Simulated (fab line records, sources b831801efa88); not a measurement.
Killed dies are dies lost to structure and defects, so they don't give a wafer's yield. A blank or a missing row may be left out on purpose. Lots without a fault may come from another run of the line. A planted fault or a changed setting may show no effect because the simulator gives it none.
Which tool did it? | flow gf180mcu | 11 lots, 33 wafers sampled, at 2 steps of a route of 602

WHAT THE GAUGES READ, wafer by wafer
GF_STI_THK_MEAS_04.
lot  | measured    | on            | STI_CVD_03_THK (nm)
L325 | day 1 20:08 | film_metro-01 | 209.1 208.6 209.9
L326 | day 2 01:49 | film_metro-01 | 206.6 208.0 208.4
L327 | day 2 04:35 | film_metro-01 | 205.7 206.8 205.6
L329 | day 2 14:35 | film_metro-04 | 207.9 209.5 206.8
L330 | day 2 21:01 | film_metro-04 | 209.4 207.0 207.6
L331 | day 3 01:39 | film_metro-04 | 209.5 210.6 211.2
L332 | day 3 07:33 | film_metro-02 | 207.3 207.0 206.7
L333 | day 3 10:34 | film_metro-04 | 207.6 210.4 207.9
L339 | day 4 16:34 | film_metro-04 | 176.0 172.4 177.1
L344 | day 5 18:33 | film_metro-02 | 207.9 208.3 208.0
L347 | day 6 09:34 | film_metro-04 | 207.7 206.8 205.6

WHICH TOOL RAN EACH LOT (tool, then ch and the chambers of the sampled wafers, then the start)
lot  | GF_STI_CVD_03
L325 | lpcvd-02 ch 0, day 1 17:10
L326 | lpcvd-02 ch 1, day 1 22:49
L327 | lpcvd-01 ch 0, day 2 02:34
L329 | lpcvd-01 ch 1, day 2 12:36
L330 | lpcvd-02 ch 1, day 2 18:02
L331 | lpcvd-02 ch 1, day 2 22:39
L332 | lpcvd-02 ch 0, day 3 04:34
L333 | lpcvd-01 ch 1, day 3 08:34
L339 | lpcvd-01 ch 1, day 4 14:34
L344 | lpcvd-02 ch 0, day 5 15:34
L347 | lpcvd-02 ch 0, day 6 06:34
- GF_STI_CVD_03: deposits Si3N4 from DCS/NH3, target thk 207.16 nm, time 3551 s.

THE ANSWER, worked out from the rows above alone
Rule: what is usual is taken from the lots themselves. Put in order of their means at a reading, lots are off if they are a third of the lots or fewer, leave a main group of 4 or more, and stand apart from it by a gap of 3 or more times the standard deviation of the main group's means; of several such gaps the widest counts. A main group whose means are all the same, to the digits that the tables above print for the reading, isn't used. A lot without any number at a reading at which 4 lots or more have one is off too. The other lots that the step has rows for count as sound.
Off: L339, at GF_STI_THK_MEAS_04 (STI_CVD_03_THK). The main group: mean 208.0 nm, standard deviation 1.2.
A tool fits if, at a process step before that reading, it ran every lot that is off, and no sound lot after the first of them. The gauges at GF_STI_THK_MEAS_04 are tried like those tools. One fits: lpcvd-01 at GF_STI_CVD_03. Its last sound lot is L333 (day 3 08:34), its first lot that is off L339 (day 4 14:34): a fault that began between those two fits.

WHAT THE SIMULATOR HAD PUT IN
Process parameter drift: lpcvd-01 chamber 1, from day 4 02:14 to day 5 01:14, at GF_STI_CVD_03. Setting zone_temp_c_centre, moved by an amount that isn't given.
Lots struck among those shown: L339. The rule above found the same.
